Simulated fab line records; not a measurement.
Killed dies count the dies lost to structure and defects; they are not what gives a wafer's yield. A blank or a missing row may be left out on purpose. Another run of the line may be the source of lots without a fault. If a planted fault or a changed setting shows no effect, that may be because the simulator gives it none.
Split-lot experiment / flow sfq line / route with 325 steps; 5 lots, 15 wafers read

## THE SPLIT
At SFQ_TRILAYER_M0_LITHO_COAT_021 (resist thk 600 nm), the setting spin rpm was moved away from the recipe's 3000 rpm on 2 of the 15 wafers read, by -6.6% to +3.8%. For the rest of the wafers, this setting stayed at what the recipe calls for.

## FROM THE SPLIT TO THE READING: what the file shows between them, 4 steps
- SFQ_TRILAYER_M0_LITHO_SOFTBAKE_025
- SFQ_TRILAYER_M0_LITHO_EXPOSE_022: exposes mask M0, target cd 500 nm
- SFQ_TRILAYER_M0_LITHO_DEVELOP_023: time 60 s
- SFQ_TRILAYER_M0_BARC_OPEN_METAL_ETCH_031: etches BARC in O2, target depth 125 nm, time 41.7 s

## THE READING
KrF_of_TRILAYER_M0_LITHO_COAT_021.thk nm (the simulator's own value, which no gauge read), in nm, at SFQ_TRILAYER_M0_ETCH_METAL_ETCH_024 (etches Nb in Cl2/Ar, stops on SiO2, target depth 240 nm, time 120 s). The file gives no usual value for it. The 13 wafers here that ran the recipe average 384.4 nm, standard deviation 4.6 nm.

wafer=L077.1; tool, chamber at the split=litho track-02, 0; spin rpm as run, rpm=3000; against the recipe=recipe; KrF_of_TRILAYER_M0_LITHO_COAT_021.thk nm, nm=377.4; against lot-mates on the recipe=-
wafer=L077.3; tool, chamber at the split=litho track-02, 0; spin rpm as run, rpm=3115; against the recipe=+3.8%; KrF_of_TRILAYER_M0_LITHO_COAT_021.thk nm, nm=369; against lot-mates on the recipe=-11.1
wafer=L077.6; tool, chamber at the split=litho track-02, 0; spin rpm as run, rpm=3000; against the recipe=recipe; KrF_of_TRILAYER_M0_LITHO_COAT_021.thk nm, nm=382.9; against lot-mates on the recipe=-
wafer=L078.1; tool, chamber at the split=litho track-04, 0; spin rpm as run, rpm=3000; against the recipe=recipe; KrF_of_TRILAYER_M0_LITHO_COAT_021.thk nm, nm=385.3; against lot-mates on the recipe=-
wafer=L078.2; tool, chamber at the split=litho track-04, 0; spin rpm as run, rpm=3000; against the recipe=recipe; KrF_of_TRILAYER_M0_LITHO_COAT_021.thk nm, nm=384.8; against lot-mates on the recipe=-
wafer=L079.2; tool, chamber at the split=litho track-04, 0; spin rpm as run, rpm=2802; against the recipe=-6.6%; KrF_of_TRILAYER_M0_LITHO_COAT_021.thk nm, nm=402.7; against lot-mates on the recipe=+18.0
wafer=L079.4; tool, chamber at the split=litho track-04, 0; spin rpm as run, rpm=3000; against the recipe=recipe; KrF_of_TRILAYER_M0_LITHO_COAT_021.thk nm, nm=384.7; against lot-mates on the recipe=-
wafer=L082.1; tool, chamber at the split=litho track-02, 0; spin rpm as run, rpm=3000; against the recipe=recipe; KrF_of_TRILAYER_M0_LITHO_COAT_021.thk nm, nm=390; against lot-mates on the recipe=-
wafer=L082.3; tool, chamber at the split=litho track-02, 0; spin rpm as run, rpm=3000; against the recipe=recipe; KrF_of_TRILAYER_M0_LITHO_COAT_021.thk nm, nm=385.6; against lot-mates on the recipe=-
wafer=L082.4; tool, chamber at the split=litho track-02, 0; spin rpm as run, rpm=3000; against the recipe=recipe; KrF_of_TRILAYER_M0_LITHO_COAT_021.thk nm, nm=392; against lot-mates on the recipe=-
wafer=L082.5; tool, chamber at the split=litho track-02, 0; spin rpm as run, rpm=3000; against the recipe=recipe; KrF_of_TRILAYER_M0_LITHO_COAT_021.thk nm, nm=387.4; against lot-mates on the recipe=-
wafer=L082.6; tool, chamber at the split=litho track-02, 0; spin rpm as run, rpm=3000; against the recipe=recipe; KrF_of_TRILAYER_M0_LITHO_COAT_021.thk nm, nm=389.8; against lot-mates on the recipe=-
wafer=L084.1; tool, chamber at the split=litho track-02, 0; spin rpm as run, rpm=3000; against the recipe=recipe; KrF_of_TRILAYER_M0_LITHO_COAT_021.thk nm, nm=379.1; against lot-mates on the recipe=-
wafer=L084.4; tool, chamber at the split=litho track-02, 0; spin rpm as run, rpm=3000; against the recipe=recipe; KrF_of_TRILAYER_M0_LITHO_COAT_021.thk nm, nm=381.9; against lot-mates on the recipe=-
wafer=L084.5; tool, chamber at the split=litho track-02, 0; spin rpm as run, rpm=3000; against the recipe=recipe; KrF_of_TRILAYER_M0_LITHO_COAT_021.thk nm, nm=376.6; against lot-mates on the recipe=-

THE FIT
A straight line over all 15 wafers: KrF_of_TRILAYER_M0_LITHO_COAT_021.thk nm changes by -3.1 nm for each +1% of spin rpm; r = -0.81; the points scatter about the line by 4.7 nm.
The same after taking each lot's own level away (the mean of its wafers on the recipe; 15 wafers): -2.78 nm for each +1%; r = -0.94; scatter 2 nm.
According to that fit, moving spin rpm by its largest amount changes the reading by 18 nm.
From 379.20 to 388.96 nm: that is the span of the lots' own levels, equal to 2.1 times the standard deviation above.
So the slope is not independent of the lot-to-lot level: the two fits are not the same.
Check: +19.2 nm against its lot-mates is what the line predicts for one of the wafers moved furthest among these (-6.6%) when that wafer is left out of the fit. It came out at +18 nm against them.

## THESE WAFERS: OTHER SPLITS
Before the reading, these wafers also passed through other splits. Each is held against what the fit with the lots' levels taken away leaves over:
other split on the same wafers=SFQ_TRILAYER_INCOMING_OXIDATION_002 ox time s; wafers away from the commonest value=9; r with KrF_of_TRILAYER_M0_LITHO_COAT_021.thk nm (lot level and that fit taken away)=+0.03
other split on the same wafers=SFQ_TRILAYER_L0_LITHO_COAT_005 resist thk nm; wafers away from the commonest value=4; r with KrF_of_TRILAYER_M0_LITHO_COAT_021.thk nm (lot level and that fit taken away)=-0.17
other split on the same wafers=SFQ_TRILAYER_L0_ETCH_METAL_ETCH_008 icp w; wafers away from the commonest value=6; r with KrF_of_TRILAYER_M0_LITHO_COAT_021.thk nm (lot level and that fit taken away)=+0.13
other split on the same wafers=SFQ_TRILAYER_L0_VIA_LITHO_COAT_013 resist thk nm; wafers away from the commonest value=7; r with KrF_of_TRILAYER_M0_LITHO_COAT_021.thk nm (lot level and that fit taken away)=-0.25
other split on the same wafers=SFQ_TRILAYER_L0_VIA_LITHO_PEB_016 peb temp c; wafers away from the commonest value=2; r with KrF_of_TRILAYER_M0_LITHO_COAT_021.thk nm (lot level and that fit taken away)=+0.24
other split on the same wafers=SFQ_TRILAYER_M0_DEP_SPUTTER_019 time s; wafers away from the commonest value=2; r with KrF_of_TRILAYER_M0_LITHO_COAT_021.thk nm (lot level and that fit taken away)=-0.16

## THE WHOLE CHAIN: every reading that the file lists as answering this split, in the file's order
step=SFQ_TRILAYER_M0_LITHO_COAT_021; what it does=resist thk 600 nm; reading=KrF_of_TRILAYER_M0_LITHO_COAT_021.thk nm (the simulator's own value, which no gauge read); change (the file's fit)=-3 nm for each +1% of the setting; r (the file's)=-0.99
step=SFQ_TRILAYER_M0_BARC_OPEN_METAL_ETCH_031; what it does=etches BARC in O2, target depth 125 nm, time 41.7 s; reading=KrF_of_TRILAYER_M0_LITHO_COAT_021.thk nm (the simulator's own value, which no gauge read); change (the file's fit)=-2.92 nm for each +1% of the setting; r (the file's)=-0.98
step=SFQ_TRILAYER_M0_ETCH_METAL_ETCH_024; what it does=etches Nb in Cl2/Ar, stops on SiO2, target depth 240 nm, time 120 s; reading=KrF_of_TRILAYER_M0_LITHO_COAT_021.thk nm (the simulator's own value, which no gauge read); change (the file's fit)=-2.78 nm for each +1% of the setting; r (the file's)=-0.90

## THE FILE'S OWN FIT
KrF_of_TRILAYER_M0_LITHO_COAT_021.thk nm changes by -2.78 nm for each +1% of spin rpm, r = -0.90.
